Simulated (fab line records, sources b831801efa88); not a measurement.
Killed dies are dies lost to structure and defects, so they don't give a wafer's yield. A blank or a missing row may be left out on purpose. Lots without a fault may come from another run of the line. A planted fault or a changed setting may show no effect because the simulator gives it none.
A struck lot beside a sound one | flow gf180mcu | 17 steps out of a route of 602
Sound: wafers L273.1, L273.4, L273.5. Struck: wafers L284.3, L284.4, L284.6. The cause comes at the end.
At each step with rows: each side's tool, then ch and its chambers, then its first start. Under that, the readings that differ: sound wafers | struck wafers | difference of the means | sigmas: that difference in standard deviations of wafers without a fault.
alike: readings whose means differ by less than 2 such deviations, and words and numbers that are the same on both sides. not compared: withheld readings, readings that some wafer has no value for, bounds like >300 that may hide the same value, and numbers for which the record gives no deviation and whose values overlap.
The two part at a step that has a row with sigmas, a row that says differs or no value, or rows on one side only. Numbers that don't overlap but have no deviation are shown without sigmas and don't part them. A reading that every wafer of one side lacks parts them only if that side has two wafers or more.

first, 4 steps without rows for these wafers: GF_M4_SOFTBAKE_10 (time 60 s); GF_M4_EXPOSE_11 (exposes mask Metal4, target cd 280 nm); GF_M4_PEB_12 (peb time 90 s); GF_M4_DEVELOP_13 (develop time 60 s).
GF_M4_CD_MEAS_14: target cd 280 nm.
  sound on cd_sem-01, day 26 06:09; struck on cd_sem-02, day 29 10:02
  alike: cd_nm
GF_M4_OVL_MEAS_15:
  sound on overlay-02, day 26 06:16; struck on overlay-01, day 29 10:08
  alike: M4_OVL
GF_M4_METAL_ETCH_16: etches the open film in Cl2/BCl3, stops on SiO2, target depth 750.8 nm, time 125.1 s.
  sound on rie_metal-02 ch 0,1, day 26 06:19; struck on rie_metal-03 ch 0,1, day 29 10:12
  alike: chamber_pressure_mTorr, drypump_motor_current_A, oes_product_au, throttle_valve_pct
  not compared: rf_hours_counter_h
GF_M4_STRIP_17: strips in O2/N2.
  sound on plasma_asher-01 ch 0,1, day 26 06:26; struck on plasma_asher-03 ch 0,1, day 29 10:19
  alike: chamber_pressure_mTorr, drypump_motor_current_A, heater_power_w, oes_product_au, strip_time_to_endpoint_s
  not compared: rf_hours_counter_h
then, 3 steps without rows for these wafers: GF_M4_STRIP_18 (strips in post etch residue remover, time 1200 s); GF_M4_CLEAN_19 (cleans in DIW); GF_V4_CVD_00 (deposits SiO2, target thk 600 nm, time 100 s).
GF_V4_THK_MEAS_01:
  sound on film_metro-04, day 26 07:02; struck on film_metro-03, day 29 10:55
  alike: V4_CVD_00_THK
GF_V4_CVD_02: deposits SiO2 from TEOS, target thk 850 nm, time 94.851 s.
  sound on pecvd-02 ch 0,1,2, day 26 07:06; struck on pecvd-02 ch 0,2, day 29 10:58
  reading                             | sound             | struck            | difference | sigmas
  model.SiO2_of_V4_CVD_02.thk_nm (nm) | 818.6 831.2 831.6 | 772.1 778.8 784.1 | -48.8      |
  alike: heater_power_w
GF_V4_THK_MEAS_03:
  sound on film_metro-04, day 26 07:10; struck on film_metro-03, day 29 11:03
  reading            | sound       | struck      | difference | sigmas
  V4_CVD_02_THK (nm) | 818 831 831 | 772 779 783 | -49        | -4
GF_V4_CMP_04: polishes SiO2.
  sound on cmp-02 ch 2,3, day 26 07:14; struck on cmp-02 ch 0,1,2, day 29 11:05
  reading                | sound    | struck   | difference | sigmas
  time_to_endpoint_s (s) | 70 70 72 | 57 52 52 | -17        | -3
  alike: motor_current_A, platen_rpm, retaining_ring_pressure_frac
GF_V4_BOW_MEAS_05:
  sound on film_metro-04, day 26 07:32; struck on film_metro-04, day 29 11:26
  reading     | sound       | struck      | difference | sigmas
  V4_BOW (um) | 143 136 137 | 128 125 109 | -18        | -2
GF_PASSIVATION_PROBE_99:
  the record has rows for the sound wafers here (prober-02, day 31 15:43) and none for the struck ones

WHERE THEY PART
First at GF_V4_THK_MEAS_03; last, within this record, at GF_PASSIVATION_PROBE_99.

WHY: what the simulator had put in
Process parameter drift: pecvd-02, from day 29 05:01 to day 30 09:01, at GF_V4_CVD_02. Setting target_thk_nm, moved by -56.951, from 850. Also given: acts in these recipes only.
